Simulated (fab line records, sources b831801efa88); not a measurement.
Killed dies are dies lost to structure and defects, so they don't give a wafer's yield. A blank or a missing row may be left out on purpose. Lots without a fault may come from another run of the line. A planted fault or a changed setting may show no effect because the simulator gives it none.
Which tool did it? | flow gf180mcu | 11 lots, 33 wafers sampled, at 6 steps of a route of 602

WHAT THE GAUGES READ, wafer by wafer
GF_DNWELL_TW_MEAS_09. Usual: DNWELL_TW 1344, standard deviation 8.9.
lot  | measured    | on            | DNWELL_TW      | flag
L650 | day 3 00:29 | film_metro-04 | 1358 1348 1358 |
L651 | day 3 05:54 | film_metro-02 | 1330 1332 1335 |
L656 | day 4 10:28 | film_metro-04 | 1341 1349 1344 |
L660 | day 5 06:02 | film_metro-04 | 1352 1358 1347 |
L662 | day 5 16:32 | film_metro-04 | 1344 1336 1328 |
L664 | day 6 09:37 | film_metro-03 | 1333 1337 1332 |
L666 | day 6 15:35 | film_metro-03 | 1332 1339 1344 |
L667 | day 6 18:56 | film_metro-03 | 1347 1351 1342 |
L668 | day 7 04:16 | film_metro-04 | 1359 1354 1350 |
L669 | day 7 08:47 | film_metro-04 | 1352 1356 1352 |
L671 | day 7 20:40 | film_metro-04 | 1350 1354 1356 |

GF_MVPSD_TW_MEAS_11. Usual: MVPSD_TW 551, standard deviation 3.
lot  | measured     | on            | MVPSD_TW    | flag
L650 | day 5 10:08  | film_metro-02 | 545 544 542 |
L651 | day 5 15:47  | film_metro-04 | 744 745 740 | OFF
L656 | day 6 21:04  | film_metro-04 | 749 747 748 | OFF
L660 | day 7 20:09  | film_metro-04 | 551 554 550 |
L662 | day 8 07:52  | film_metro-04 | 551 551 550 |
L664 | day 9 04:33  | film_metro-04 | 554 552 554 |
L666 | day 9 10:27  | film_metro-01 | 556 553 556 |
L667 | day 9 15:19  | film_metro-02 | 549 550 546 |
L668 | day 10 01:05 | film_metro-04 | 551 554 549 |
L669 | day 10 05:02 | film_metro-01 | 554 556 557 |
L671 | day 10 18:57 | film_metro-02 | 554 551 552 |

GF_VT_IMPLANT_RS_MEAS_49: measures by four-point-probe. Usual: MVPSD_RS 1170 ohm/sq, standard deviation 3.1.
lot  | measured     | on            | MVPSD_RS (ohm/sq) | flag
L650 | day 8 00:50  | film_metro-02 | 1168 1169 1170    |
L651 | day 8 06:34  | film_metro-02 | 597 597 597       | OFF
L656 | day 9 17:01  | film_metro-01 | 596 597 596       | OFF
L660 | day 10 18:52 | film_metro-01 | 1171 1164 1166    |
L662 | day 11 08:13 | film_metro-04 | 1167 1166 1168    |
L664 | day 12 06:21 | film_metro-01 | 1164 1164 1166    |
L666 | day 12 13:51 | film_metro-04 | 1172 1172 1171    |
L667 | day 12 19:35 | film_metro-02 | 1178 1176 1176    |
L668 | day 13 07:01 | film_metro-01 | 1170 1172 1171    |
L669 | day 13 12:02 | film_metro-02 | 1170 1172 1169    |
L671 | day 14 03:46 | film_metro-02 | 1173 1168 1170    |

WHICH TOOL RAN EACH LOT (tool, then ch and the chambers of the sampled wafers, then the start)
lot  | GF_DNWELL_STRIP_08                  | GF_NWELL_STRIP_10                   | GF_MVPSD_IMPLANT_09
L650 | plasma_asher-03 ch 0,1, day 3 00:22 | plasma_asher-03 ch 0,1, day 3 13:59 | implanter-01 ch 0, day 5 09:54
L651 | plasma_asher-02 ch 0,1, day 3 05:47 | plasma_asher-03 ch 0,1, day 3 19:44 | implanter-01 ch 0, day 5 15:33
L656 | plasma_asher-02 ch 0,1, day 4 10:22 | plasma_asher-04 ch 0,1, day 5 00:22 | implanter-01 ch 0, day 6 20:49
L660 | plasma_asher-03 ch 0,1, day 5 05:56 | plasma_asher-03 ch 0,1, day 5 20:26 | implanter-02 ch 0, day 7 19:55
L662 | plasma_asher-04 ch 0,1, day 5 16:25 | plasma_asher-04 ch 0,1, day 6 07:26 | implanter-02 ch 0, day 8 07:38
L664 | plasma_asher-02 ch 0,1, day 6 09:31 | plasma_asher-03 ch 0,1, day 7 01:34 | implanter-04 ch 0, day 9 04:18
L666 | plasma_asher-04 ch 1, day 6 15:29   | plasma_asher-01 ch 0, day 7 07:26   | implanter-01 ch 0, day 9 10:12
L667 | plasma_asher-04 ch 0,1, day 6 18:51 | plasma_asher-01 ch 0,1, day 7 11:10 | implanter-02 ch 0, day 9 15:06
L668 | plasma_asher-02 ch 0,1, day 7 04:09 | plasma_asher-01 ch 0,1, day 7 20:07 | implanter-04 ch 0, day 10 00:51
L669 | plasma_asher-04 ch 0,1, day 7 08:41 | plasma_asher-01 ch 0,1, day 8 01:29 | implanter-01 ch 0, day 10 04:47
L671 | plasma_asher-03 ch 0,1, day 7 20:34 | plasma_asher-01 ch 0,1, day 8 13:28 | implanter-02 ch 0, day 10 18:42
- GF_DNWELL_STRIP_08: strips in O2/N2.
- GF_NWELL_STRIP_10: strips in O2/N2.
- GF_MVPSD_IMPLANT_09

WHAT THE TOOLS THEMSELVES READ (means of the sampled wafers that have a number; where no wafer has one, the mark that the record gives instead)
GF_DNWELL_STRIP_08. Usual: chamber_pressure_mTorr 1500.0 mTorr, standard deviation 1.3; drypump_motor_current_A 5.76 A, standard deviation 0.13; heater_power_w 330 W, standard deviation 33; oes_product_au 0.722 a.u., standard deviation 0.005; strip_time_to_endpoint_s 36.97 s, standard deviation 0.11.
lot  | tool            | chamber_pressure_mTorr (mTorr) | drypump_motor_current_A (A) | heater_power_w (W) | oes_product_au (a.u.) | strip_time_to_endpoint_s (s) | flag
L650 | plasma_asher-03 | 1498.5                         | 5.63                        | 282                | 0.724                 | 36.92                        |
L651 | plasma_asher-02 | 1499.6                         | 5.76                        | 338                | 0.721                 | 36.89                        |
L656 | plasma_asher-02 | 1501.5                         | 5.74                        | 340                | 0.723                 | 36.99                        |
L660 | plasma_asher-03 | 1500.3                         | 5.63                        | 287                | 0.724                 | 37.04                        |
L662 | plasma_asher-04 | 1500.0                         | 5.88                        | 368                | 0.726                 | 37.06                        |
L664 | plasma_asher-02 | 1500.3                         | 5.74                        | 338                | 0.723                 | 37.00                        |
L666 | plasma_asher-04 | 1500.4                         | 5.81                        | 377                | 0.719                 | 36.97                        |
L667 | plasma_asher-04 | 1500.3                         | 5.91                        | 368                | 0.724                 | 36.90                        |
L668 | plasma_asher-02 | 1501.2                         | 5.74                        | 340                | 0.724                 | 36.97                        |
L669 | plasma_asher-04 | 1500.0                         | 5.97                        | 367                | 0.719                 | 36.88                        |
L671 | plasma_asher-03 | 1498.8                         | 5.63                        | 288                | 0.723                 | 37.02                        |

GF_NWELL_STRIP_10. Usual: chamber_pressure_mTorr 1499.9 mTorr, standard deviation 1.3; drypump_motor_current_A 5.8 A, standard deviation 0.47; heater_power_w 313 W, standard deviation 28; oes_product_au 0.722 a.u., standard deviation 0.0046; strip_time_to_endpoint_s 37.34 s, standard deviation 0.099.
lot  | tool            | chamber_pressure_mTorr (mTorr) | drypump_motor_current_A (A) | heater_power_w (W) | oes_product_au (a.u.) | strip_time_to_endpoint_s (s) | flag
L650 | plasma_asher-03 | 1499.9                         | 5.6                         | 290                | 0.721                 | 37.29                        |
L651 | plasma_asher-03 | 1500.2                         | 5.7                         | 291                | 0.723                 | 37.28                        |
L656 | plasma_asher-04 | 1500.5                         | 5.9                         | 370                | 0.721                 | 37.22                        |
L660 | plasma_asher-03 | 1499.5                         | 5.7                         | 295                | 0.726                 | 37.33                        |
L662 | plasma_asher-04 | 1501.1                         | 5.9                         | 370                | 0.724                 | 37.30                        |
L664 | plasma_asher-03 | 1498.6                         | 5.7                         | 289                | 0.727                 | 37.36                        |
L666 | plasma_asher-01 | 1499.1                         | 5.2                         | 339                | 0.721                 | 37.46                        |
L667 | plasma_asher-01 | 1500.7                         | 6.1                         | 317                | 0.721                 | 37.31                        |
L668 | plasma_asher-01 | 1499.6                         | 6.1                         | 319                | 0.717                 | 37.27                        |
L669 | plasma_asher-01 | 1499.6                         | 5.6                         | 329                | 0.724                 | 37.27                        |
L671 | plasma_asher-01 | 1500.0                         | 6.0                         | 310                | 0.721                 | 37.50                        |

GF_MVPSD_IMPLANT_09. Usual: dose_ions_cm2 5.001e+12, standard deviation 5.3e+09; faraday_current_uA 28.3, standard deviation 0.65.
lot  | tool         | dose_ions_cm2 | faraday_current_uA | flag
L650 | implanter-01 | 5.003e+12     | 28.2               |
L651 | implanter-01 | 5.318e+13     | 297.8              | OFF
L656 | implanter-01 | 5.319e+13     | 296.7              | OFF
L660 | implanter-02 | 5.009e+12     | 28.2               |
L662 | implanter-02 | 5.001e+12     | 27.8               |
L664 | implanter-04 | 4.997e+12     | 28.1               |
L666 | implanter-01 | 5.003e+12     | 29.0               |
L667 | implanter-02 | 4.999e+12     | 28.7               |
L668 | implanter-04 | 5.004e+12     | 28.3               |
L669 | implanter-01 | 5.001e+12     | 28.5               |
L671 | implanter-02 | 5.002e+12     | 28.4               |

THE ANSWER, worked out from the rows above alone
Rule: a lot is off if the mean of its wafers that have a number lies more than 3 standard deviations from the usual mean. A lot without any number at a reading at which 4 lots or more have one is off too. The other lots that the step has rows for count as sound. The gauges are gone through in route order, then the tools' own readings, and for those a lot's mean is taken as printed above. The first step at which some lot is off is used, and at that step the reading that is off furthest; a lot without a number counts as furthest.
Off: L651, L656, at GF_MVPSD_TW_MEAS_11 (MVPSD_TW).
A tool fits if, at a process step before that reading, it ran every lot that is off, and no sound lot after the first of them. The gauges at GF_MVPSD_TW_MEAS_11 aren't tried: what is off there is off at GF_VT_IMPLANT_RS_MEAS_49 too, on other tools, and a gauge's error can't cause that. None of those tried fits.

WHAT THE SIMULATOR HAD PUT IN
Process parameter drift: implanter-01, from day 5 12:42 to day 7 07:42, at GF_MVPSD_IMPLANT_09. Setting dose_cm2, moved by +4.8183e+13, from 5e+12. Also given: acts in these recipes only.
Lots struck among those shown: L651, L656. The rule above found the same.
